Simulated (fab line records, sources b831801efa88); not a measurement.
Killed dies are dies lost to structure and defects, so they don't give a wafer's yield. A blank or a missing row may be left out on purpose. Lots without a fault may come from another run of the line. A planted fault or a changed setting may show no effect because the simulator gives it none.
Which tool did it? | flow sfq_line | 7 lots, 20 wafers sampled, at 1 step of a route of 325

WHAT THE GAUGES READ, wafer by wafer
SFQ_I0_OVL_MEAS_908.
lot  | measured     | on         | I0_OVL (nm)
L642 | day 16 23:40 | overlay-02 | 6 9 3
L644 | day 17 14:11 | overlay-01 | -7 -5 -3
L646 | day 19 02:19 | overlay-01 | -11 4 6
L649 | day 20 04:38 | overlay-02 | -2 2 -3
L654 | day 21 01:29 | overlay-02 | -1 6 -2
L657 | day 21 05:05 | overlay-01 | 0 1
L662 | day 21 11:05 | overlay-01 | 8 3 1

WHICH TOOL RAN EACH LOT (tool, then ch and the chambers of the sampled wafers, then the start)
The record holds no process step before these readings.

THE ANSWER, worked out from the rows above alone
Rule: what is usual is taken from the lots themselves. Put in order of their means at a reading, lots are off if they are a third of the lots or fewer, leave a main group of 4 or more, and stand apart from it by a gap of 3 or more times the standard deviation of the main group's means; of several such gaps the widest counts. A main group whose means are all the same, to the digits that the tables above print for the reading, isn't used. A lot without any number at a reading at which 4 lots or more have one is off too. The other lots that the step has rows for count as sound.
No lot is off at any reading shown: from this, nothing can be told.

WHAT THE SIMULATOR HAD PUT IN
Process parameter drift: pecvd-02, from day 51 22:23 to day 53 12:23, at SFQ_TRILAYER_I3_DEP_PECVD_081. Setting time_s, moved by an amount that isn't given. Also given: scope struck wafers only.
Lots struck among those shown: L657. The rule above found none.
